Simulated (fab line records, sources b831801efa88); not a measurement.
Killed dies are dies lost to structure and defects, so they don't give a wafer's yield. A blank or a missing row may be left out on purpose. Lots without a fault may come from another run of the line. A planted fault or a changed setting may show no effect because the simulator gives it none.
One fault seen from 2 desks | flow gf180mcu | each desk has only its own numbers; what lay behind them comes last

THE TOOL OWNER'S DESK: pecvd-04
The tool's own readings at GF_V5_CVD_02 (deposits SiO2 from TEOS, target thk 1450 nm, time 163.28 s): means of the sampled wafers that have a number, for each lot that ran on this tool. A lot is out of limits, marked OUT, if its mean lies more than 4 standard deviations from the usual mean; the brackets give that distance.
Columns: A = heater_power_w at GF_V5_CVD_02, usual 670 W
lot  | first seen here | A
L539 | day 26 13:55    | 545
L543 | day 27 23:07    | 681
L544 | day 28 03:41    | 575
L554 | day 30 22:35    | 631
L559 | day 32 03:02    | 626
L561 | day 32 12:22    | 533
L562 | day 32 17:56    | 563
This desk's finding: nothing out of limits on any of the 7 lots.

THE METROLOGY DESK
What the gauges read, lot by lot, whatever tool the lot ran on: means of the sampled wafers that have a number. A lot is out of limits, marked OUT, if its mean lies more than 4 standard deviations from the usual mean; the brackets give that distance.
Columns: A = cd_nm at GF_M5_CD_MEAS_07, usual 280.1 nm
lot  | first seen here | A
L539 | day 26 12:58    | 280.6
L543 | day 27 21:39    | 277.7
L544 | day 28 02:37    | 281.7
L550 | day 30 03:00    | 280.5
L552 | day 30 11:58    | 282.0
L554 | day 30 21:37    | 281.9
L555 | day 31 03:13    | 280.7
L556 | day 31 11:47    | 280.4
L557 | day 31 13:56    | 279.8
L558 | day 31 15:22    | 279.4
L559 | day 32 02:04    | 277.9
L560 | day 32 08:14    | 279.2
L561 | day 32 11:28    | 279.6
L562 | day 32 17:01    | 281.6
This desk's finding: nothing out of limits on any of the 14 lots.

PUT TOGETHER
The tool owner's desk saw nothing out of limits.
The metrology desk saw nothing out of limits.

WHAT THE SIMULATOR HAD PUT IN
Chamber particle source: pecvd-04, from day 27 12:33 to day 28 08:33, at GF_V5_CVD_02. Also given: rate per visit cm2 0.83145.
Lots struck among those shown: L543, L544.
